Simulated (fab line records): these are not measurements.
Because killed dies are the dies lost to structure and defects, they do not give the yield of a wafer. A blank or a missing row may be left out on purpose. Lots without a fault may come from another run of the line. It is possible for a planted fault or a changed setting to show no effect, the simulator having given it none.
Struck lot and sound lot, side by side    flow sky130    33 out of 708 route steps
Sound: these wafers, L246.1, L246.2, L246.6. Struck: wafer L251.4 (left out: L251.1, L251.5 of the same lot, which were not struck); the cause appears at the end.
At each step with rows: each side's tool, then ch and its chambers, then its first start. Under that, the readings that differ: sound wafers    struck wafers    difference of the means    sigmas: that difference in standard deviations of wafers without a fault.
alike: readings with means less than 2 such deviations apart, plus words and numbers identical on both sides. not compared: withheld readings, readings lacking a value on some wafer, bounds such as >300 that could conceal the same value, and numbers that have no deviation in the record and whose values overlap.
A row with sigmas, a row that says differs or no value, or rows on one side alone: a step with any of these is where the two part. Numbers that don't overlap but have no deviation are shown without sigmas and don't part them. A reading missing from all wafers of one side parts the sides only when that side holds two or more wafers.

first, 10 steps without rows for these wafers: SKY_POLY_CUT_ETCH_11 (etches Si3N4 in CF4/CH2F2/Ar, stops on poly-Si, time 42.5 s, target depth 60 nm); SKY_POLY_CUT_STRIP_12 (strips in O2/N2); SKY_SD_P_DEHYDRATE_00 (time 60 s); SKY_SD_P_HMDS_01 (prime time 60 s); SKY_SD_P_COAT_02 (resist thk 1140 nm); SKY_SD_P_SOFTBAKE_03 (time 60 s); SKY_SD_P_EXPOSE_04 (exposes mask PSDM, target cd 380 nm); SKY_SD_P_PEB_05; SKY_SD_P_DEVELOP_06 (develop time 60 s); SKY_SD_P_IMPLANT_09.
SKY_SD_P_STRIP_10: strips in O2/N2.
  sound on plasmaAsher-04 ch 0,1, day 25 12:01; struck on plasmaAsher-04 ch 1, day 27 21:20
  alike: drypumpMotorCurrentA, o2FlowSccm, oesProductAu, stripTimeToEndpointS
  not compared: rfHoursCounterH
then, 21 steps without rows for these wafers: SKY_RES_XHIGH_DEHYDRATE_00 (time 60 s); SKY_RES_XHIGH_HMDS_01 (prime time 60 s); SKY_RES_XHIGH_COAT_02 (resist thk 1140 nm); SKY_RES_XHIGH_SOFTBAKE_03 (time 60 s); SKY_RES_XHIGH_EXPOSE_04 (exposes mask URPM, target cd 1270 nm); SKY_RES_XHIGH_PEB_05; SKY_RES_XHIGH_DEVELOP_06 (develop time 60 s); SKY_RES_XHIGH_IMPLANT_07; SKY_RES_XHIGH_STRIP_08 (strips in O2/N2); SKY_SD_N_DEHYDRATE_00 (time 60 s); SKY_SD_N_HMDS_01 (prime time 60 s); SKY_SD_N_COAT_02 (resist thk 1140 nm); SKY_SD_N_SOFTBAKE_03 (time 60 s); SKY_SD_N_EXPOSE_04 (exposes mask NSDM, target cd 380 nm); SKY_SD_N_PEB_05; SKY_SD_N_DEVELOP_06 (develop time 60 s); SKY_SD_N_IMPLANT_09; SKY_SD_N_IMPLANT_10; SKY_SD_N_STRIP_11 (strips in O2/N2); SKY_SD_N_CLEAN_13 (cleans in SC1/SC2, time 150 s); SKY_SD_N_RTA_14 (time 2 s).
-- record jumps: 20 days separate the struck wafers' starts on either side; left off in module SD_N, taken up again in module PAD_OPEN, whose first shown step is the route's number 708 --
SKY_PAD_OPEN_PROBE_99:
  sound on prober-02, day 45 18:46; struck on prober-01, day 47 14:26
reading           sound     struck  difference  sigmas
killed_at_M4_up   2 4 5     8       +4          +2
killedAtFrontEnd  15 14 11  54      +41         +10
killedDies        90 91 83  132     +44         +5
  alike: killed_at_M0_to_M3, killedAtContacts, killedAtOther, killedOnRim, killedOpen, killedShort

== WHERE THEY PART ==
Only at SKY_PAD_OPEN_PROBE_99, as far as this record shows.

WHY: whatever the simulator had introduced
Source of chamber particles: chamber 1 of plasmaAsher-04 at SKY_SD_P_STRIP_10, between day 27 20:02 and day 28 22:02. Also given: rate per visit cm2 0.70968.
